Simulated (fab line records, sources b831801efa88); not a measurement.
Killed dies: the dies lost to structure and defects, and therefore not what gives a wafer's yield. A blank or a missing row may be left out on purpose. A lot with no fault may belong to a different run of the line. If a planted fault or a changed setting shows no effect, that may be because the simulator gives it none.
Comparing a struck lot with a sound one ; flow gf180mcu ; 20 out of 602 route steps
Sound: these wafers, L611.1, L611.3, L611.4. Struck: wafers L602.1, L602.2, L602.5. Last of all comes the cause.
Per side, at each step with rows, come the tool, then ch with its chambers, and then its first start. Under that, the readings that differ: sound wafers ; struck wafers ; difference of the means ; sigmas: that difference in standard deviations of wafers without a fault.
alike: same words and numbers on both sides, and readings whose means sit less than 2 such deviations apart. not compared: any withheld reading, any reading some wafer has no value for, any bound like >300 that may hide the same value, and any number with overlapping values for which the record gives no deviation.
The two part at a step that has a row with sigmas, a row that says differs or no value, or rows on one side only. Numbers that have no deviation but don't overlap get no sigmas and don't part them. A reading missing from all wafers of one side parts the sides only when that side holds two or more wafers.

first, 1 step without rows for these wafers: GF_V2_CVD_00 (deposits SiO2, target thk 600 nm, time 100 s).
GF_V2_THK_MEAS_01:
  sound on filmMetro-03, day 26 01:05; struck on filmMetro-04, day 22 10:44
  alike: V2_CVD_00_THK
GF_V2_CVD_02: deposits SiO2 from TEOS, target thk 850 nm, time 94.851 s.
  sound on pecvd-01 ch 0,1,2, day 26 01:08; struck on pecvd-01 ch 0,1, day 22 10:47
  alike: heaterPowerW
GF_V2_THK_MEAS_03:
  sound on filmMetro-04, day 26 01:13; struck on filmMetro-03, day 22 10:52
  alike: V2_CVD_02_THK
GF_V2_CMP_04: polishes SiO2.
  sound on cmp-01 ch 0,1,3, day 26 01:16; struck on cmp-01 ch 0,2,3, day 22 10:58
reading;sound;struck;difference;sigmas
timeToEndpointS (s);85 80 82;74 65 76;-11;-2
  alike: motorCurrentA
GF_V2_BOW_MEAS_05:
  sound on filmMetro-03, day 26 01:34; struck on filmMetro-02, day 22 11:13
  alike: V2_BOW
then, 6 steps without rows for these wafers: GF_V2_DEHYDRATE_06 (time 60 s); GF_V2_HMDS_07 (prime time 60 s); GF_V2_COAT_08; GF_V2_COAT_09 (resist thk 1000 nm); GF_V2_SOFTBAKE_10 (time 60 s); GF_V2_EXPOSE_11 (exposes mask Via2, target cd 260 nm).
GF_V2_PEB_12: peb time 90 s.
  sound on lithoTrack-04 ch 0, day 26 22:10; struck on lithoTrack-04 ch 0, day 23 08:16
reading;sound;struck;difference;sigmas
heaterPowerTotalW (W);85.78 85.64 85.85;83.83 83.67 83.53;-2.08;-24
plateTempC (C);134.89 135.01 135.10;132.47 132.65 132.72;-2.39;-18
then, 1 step without rows for these wafers: GF_V2_DEVELOP_13 (develop time 60 s).
GF_V2_CD_MEAS_14: the cd target is 260 nm.
  sound on cdSem-02, day 26 22:31; struck on cdSem-02, day 23 08:37
reading;sound;struck;difference;sigmas
cdNm (nm);260.1 260.1 260.5;252.8 252.0 252.4;-7.8;-7
GF_V2_OVL_MEAS_15:
  sound on overlay-02, day 26 22:38; struck on overlay-01, day 23 08:44
  alike: V2_OVL
GF_V2_ETCH_16: etches BARC in N2/H2.
  sound on rieDiel-02 ch 0,2,3, day 26 22:40; struck on rieDiel-03 ch 0,1,3, day 23 08:46
reading;sound;struck;difference;sigmas
model.V2.cdNm (nm);259.7 259.7 260.3;252.6 253.2 252.9;-7.0;
  alike: drypumpMotorCurrentA, oesProductAu, throttleValvePct
GF_V2_ETCH_17: etches SiO2 in C4F8/O2/Ar, stops on TiN, target depth 630 nm.
  sound: rieDiel-02 ch 0,2,3; struck: rieDiel-03 ch 0,1,3
reading;sound;struck;difference;sigmas
model.V2.cdNm (nm);259.3 259.5 260.3;252.4 252.9 252.8;-7.0;
  alike: oesProductAu
GF_V2_STRIP_18: strips in O2/N2.
  sound on plasmaAsher-01 ch 0,1, day 26 22:48; struck on plasmaAsher-01 ch 0,1, day 23 08:54
  alike: drypumpMotorCurrentA, heaterPowerW, oesProductAu
  not compared: rfHoursCounterH
-- the record jumps here: 8 days lie between the struck wafers' starts before and after (it left off in module V2 and takes up again in module PASSIVATION, whose first step shown is number 602 of the route) --
GF_PASSIVATION_PROBE_99:
  record: rows for the struck wafers here (prober-02, day 31 13:53), none for the sound ones

## WHERE THEY PART
Earliest at GF_V2_CMP_04; latest, in this record, at GF_PASSIVATION_PROBE_99.

WHY: whatever the simulator had introduced
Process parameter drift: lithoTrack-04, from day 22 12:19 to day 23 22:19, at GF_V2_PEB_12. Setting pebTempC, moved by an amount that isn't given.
